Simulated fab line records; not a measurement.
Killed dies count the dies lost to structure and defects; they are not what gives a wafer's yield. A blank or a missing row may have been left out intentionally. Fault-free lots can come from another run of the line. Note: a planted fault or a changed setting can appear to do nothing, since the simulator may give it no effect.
One fault through the eyes of 2 desks || flow sky130 || only its own numbers are on each desk; what lay behind them is given at the end

## METROLOGY DESK
Means of the sampled wafers that have a number, per lot and without regard to the tool the lot ran on: this is what the gauges read. Marked OUT: a lot whose mean sits more than 4 standard deviations from the usual mean, which makes it out of limits; the brackets give that distance.
Columns: A = LOCAL_INTERCONNECT_TIN_RS at SKY_LOCAL_INTERCONNECT_RS_MEAS_01, usual 14.12 ohm/sq; B = LOCAL_INTERCONNECT_TIN_THK at SKY_LOCAL_INTERCONNECT_THK_MEAS_02, usual 98.9 nm
{"lot": "L643", "first seen here": "day 28 19:18", "A": 14.09, "B": 99.6}
{"lot": "L645", "first seen here": "day 30 00:14", "A": 14.03, "B": 99.6}
{"lot": "L650", "first seen here": "day 32 02:44", "A": "11.55 (-16) OUT", "B": "119.8 (+17) OUT"}
{"lot": "L653", "first seen here": "day 33 01:07", "A": "11.46 (-17) OUT", "B": "119.9 (+18) OUT"}
{"lot": "L654", "first seen here": "day 33 03:31", "A": "11.67 (-15) OUT", "B": "118.8 (+17) OUT"}
{"lot": "L656", "first seen here": "day 33 19:23", "A": 14.11, "B": 98.0}
{"lot": "L657", "first seen here": "day 34 01:12", "A": 13.93, "B": 100.4}
{"lot": "L660", "first seen here": "day 34 22:38", "A": 14.04, "B": 99.5}
{"lot": "L661", "first seen here": "day 35 07:17", "A": 14.37, "B": 96.4}
{"lot": "L664", "first seen here": "day 35 21:26", "A": 14.23, "B": 99.0}
Finding of this desk: L650, L653, L654 out of limits, first seen on L650 at day 32 02:44 (LOCAL_INTERCONNECT_TIN_RS at SKY_LOCAL_INTERCONNECT_RS_MEAS_01). Within limits: L643, L645, L656, L657, L660, L661, L664.

## DESK OF THE TOOL OWNER: pvd-sputter-01
The tool's own readings at SKY_LOCAL_INTERCONNECT_SPUTTER_00 (material TiN, target thk 100 nm, time 83.3 s): means of the sampled wafers that have a number, for each lot that ran on this tool. Marked OUT: a lot whose mean sits more than 4 standard deviations from the usual mean, which makes it out of limits; the brackets give that distance.
Columns: A = substrate-temp-c at SKY_LOCAL_INTERCONNECT_SPUTTER_00, usual 299.99 C; B = susceptor-temp-C at SKY_LOCAL_INTERCONNECT_SPUTTER_00, usual 299.99 C; C = throttle-valve-pct at SKY_LOCAL_INTERCONNECT_SPUTTER_00, usual 29.9 %
{"lot": "L645", "first seen here": "day 30 00:11", "A": 299.90, "B": 300.11, "C": 31.0}
{"lot": "L650", "first seen here": "day 32 02:37", "A": 300.09, "B": 299.88, "C": 30.8}
{"lot": "L653", "first seen here": "day 33 01:01", "A": 299.85, "B": 299.88, "C": 31.1}
{"lot": "L654", "first seen here": "day 33 03:28", "A": 300.01, "B": 299.94, "C": 30.5}
{"lot": "L664", "first seen here": "day 35 21:19", "A": 299.96, "B": 300.10, "C": 31.0}
This desk's verdict: no lot among the 5 shows anything out of limits.

## ALL TOGETHER
The metrology desk could have raised an alarm at day 32 02:44, on L650, L653, L654.
The desk of the tool owner found nothing out of limits.
On record at the tool owner's desk: L650, L653, L654, within its limits.
The lots listed all ran SKY_LOCAL_INTERCONNECT_SPUTTER_00 on pvd-sputter-01.

## WHAT HAD BEEN PUT IN BY THE SIMULATOR
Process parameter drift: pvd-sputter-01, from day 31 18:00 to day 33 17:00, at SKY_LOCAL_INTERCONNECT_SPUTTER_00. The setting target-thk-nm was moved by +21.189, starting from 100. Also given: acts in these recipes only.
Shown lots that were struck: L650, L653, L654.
Time in hours between the start of the fault and the first out-of-limits reading at each desk: metrology desk, 9.
